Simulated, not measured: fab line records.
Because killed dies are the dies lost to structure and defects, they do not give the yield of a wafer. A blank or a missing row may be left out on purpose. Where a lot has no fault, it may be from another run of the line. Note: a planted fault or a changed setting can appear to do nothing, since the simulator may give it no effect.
Tool commonality check ; flow sky130 ; Sample size 11 lots and 33 wafers

== WHY IT WAS OPENED ==
Of 11 lots, 2 have the reading VIA4_W_RS flagged at SKY_VIA4_RS_MEAS_19. Fault-free wafers read 0.2265 ohm/sq, with a standard deviation of 0.0027.
Rule: a lot gets a flag if all its wafers with a number sit over 4 standard deviations from that mean, or if no wafer of it has a number. The other lots count as sound.

lot;measured;on;VIA4_W_RS (ohm/sq), wafer by wafer;flag
L881;day 42 22:26;film-metro-03;0.2279 0.2249 0.2258;
L883;day 43 13:07;film-metro-03;0.2224 0.2249 0.2244;
L884;day 43 15:58;film-metro-01;57.773 59.586 58.278;FLAGGED
L885;day 44 01:23;film-metro-01;56.687 57.198 56.341;FLAGGED
L892;day 46 08:14;film-metro-02;0.2276 0.2328 0.2273;
L894;day 46 11:55;film-metro-01;0.2223 0.2262 0.2276;
L900;day 47 15:01;film-metro-03;0.2261 0.2223 0.2227;
L899;day 47 15:13;film-metro-03;0.2313 0.2311 0.2281;
L901;day 47 20:02;film-metro-03;0.2261 0.2261 0.2291;
L903;day 48 12:03;film-metro-02;0.2258 0.2234 0.2249;
L904;day 48 13:58;film-metro-03;0.2231 0.2222 0.2207;
Averaged over the flagged lots the numbers come to 57.6438 ohm/sq, +57.4173 ohm/sq from the usual (+99 or more standard deviations).

== EACH LOT AND THE TOOL IT RAN ON ==
Before the reading, the record contains 3 process steps out of a 708-step route. Read each cell as the tool, then ch plus the chambers that the sampled wafers visited, then the start.
lot;flag;SKY_METAL3_SPUTTER_00;SKY_METAL3_SPUTTER_04;SKY_VIA4_CVD_18
L881;;pvd-sputter-01, day 36 12:47;pvd-sputter-01, day 36 12:53;cvd-w-02 ch 0,1, day 42 22:16
L883;;pvd-sputter-01, day 37 03:21;pvd-sputter-01, day 37 03:27;cvd-w-02 ch 0,1, day 43 12:58
L884;FLAGGED;pvd-sputter-01, day 37 05:48;pvd-sputter-01, day 37 05:55;cvd-w-02 ch 0,1, day 43 15:49
L885;FLAGGED;pvd-sputter-01, day 37 19:22;pvd-sputter-01, day 37 19:28;cvd-w-01 ch 0,1, day 44 01:13
L892;;pvd-sputter-04, day 40 08:25;pvd-sputter-04, day 40 08:31;cvd-w-01 ch 0,1, day 46 08:04
L894;;pvd-sputter-01, day 40 11:22;pvd-sputter-01, day 40 11:29;cvd-w-01 ch 0,1, day 46 11:46
L900;;pvd-sputter-02, day 41 21:20;pvd-sputter-02, day 41 21:26;cvd-w-02 ch 0,1, day 47 14:50
L899;;pvd-sputter-04, day 41 20:52;pvd-sputter-04, day 41 20:58;cvd-w-01 ch 0,1, day 47 15:02
L901;;pvd-sputter-04, day 42 04:37;pvd-sputter-04, day 42 04:43;cvd-w-01 ch 0,1, day 47 19:53
L903;;pvd-sputter-04, day 42 20:02;pvd-sputter-04, day 42 20:08;cvd-w-02 ch 1, day 48 11:52
L904;;pvd-sputter-04, day 43 01:49;pvd-sputter-04, day 43 01:55;cvd-w-02 ch 0, day 48 13:49
What these steps do:
- SKY_METAL3_SPUTTER_00: material Ti, target thk 15 nm, time 10 s.
- SKY_METAL3_SPUTTER_04: material TiN, target thk 70 nm, time 58.3 s.
- SKY_VIA4_CVD_18: deposits W, target thk 505 nm, time 152.14 s.
- SKY_VIA4_RS_MEAS_19: measures by four-point-probe.

== FLAGGED OVER TOTAL, TOOL BY TOOL (the gauges that took the reading come last) ==
step;tool;lots run;flagged;share of the flagged lots;sound lots run after its first flagged lot
SKY_METAL3_SPUTTER_00;pvd-sputter-01;5;2;all;1 (L894)
SKY_METAL3_SPUTTER_00;pvd-sputter-02;1;0;none;-
SKY_METAL3_SPUTTER_00;pvd-sputter-04;5;0;none;-
SKY_METAL3_SPUTTER_04;pvd-sputter-01;5;2;all;1 (L894)
SKY_METAL3_SPUTTER_04;pvd-sputter-02;1;0;none;-
SKY_METAL3_SPUTTER_04;pvd-sputter-04;5;0;none;-
SKY_VIA4_CVD_18;cvd-w-01;5;1;some;4 (L892,L894,L899,L901)
SKY_VIA4_CVD_18;cvd-w-02;6;1;some;3 (L900,L903,L904)
SKY_VIA4_RS_MEAS_19;film-metro-01;3;2;all;1 (L894)
SKY_VIA4_RS_MEAS_19;film-metro-02;2;0;none;-
SKY_VIA4_RS_MEAS_19;film-metro-03;6;0;none;-

== WHAT THE TABLE PERMITS ==
All flagged lots were run by 3 table rows, namely pvd-sputter-01 at SKY_METAL3_SPUTTER_00, pvd-sputter-01 at SKY_METAL3_SPUTTER_04, film-metro-01 at SKY_VIA4_RS_MEAS_19.
- pvd-sputter-01 at SKY_METAL3_SPUTTER_00: 2 of its 5 lots flagged. Sound lots ran on it after the first flagged one (L894), which a lasting fault on the whole tool wouldn't allow.
- pvd-sputter-01 at SKY_METAL3_SPUTTER_04: 2 of its 5 lots flagged. Sound lots ran on it after the first flagged one (L894), which a lasting fault on the whole tool wouldn't allow.
- film-metro-01 at SKY_VIA4_RS_MEAS_19: 2 of its 3 lots flagged. Sound lots ran on it after the first flagged one (L894), which a lasting fault on the whole tool wouldn't allow.
No row of the table ran every flagged lot and no sound lot after the first.

== WHAT HAD BEEN PUT IN BY THE SIMULATOR ==
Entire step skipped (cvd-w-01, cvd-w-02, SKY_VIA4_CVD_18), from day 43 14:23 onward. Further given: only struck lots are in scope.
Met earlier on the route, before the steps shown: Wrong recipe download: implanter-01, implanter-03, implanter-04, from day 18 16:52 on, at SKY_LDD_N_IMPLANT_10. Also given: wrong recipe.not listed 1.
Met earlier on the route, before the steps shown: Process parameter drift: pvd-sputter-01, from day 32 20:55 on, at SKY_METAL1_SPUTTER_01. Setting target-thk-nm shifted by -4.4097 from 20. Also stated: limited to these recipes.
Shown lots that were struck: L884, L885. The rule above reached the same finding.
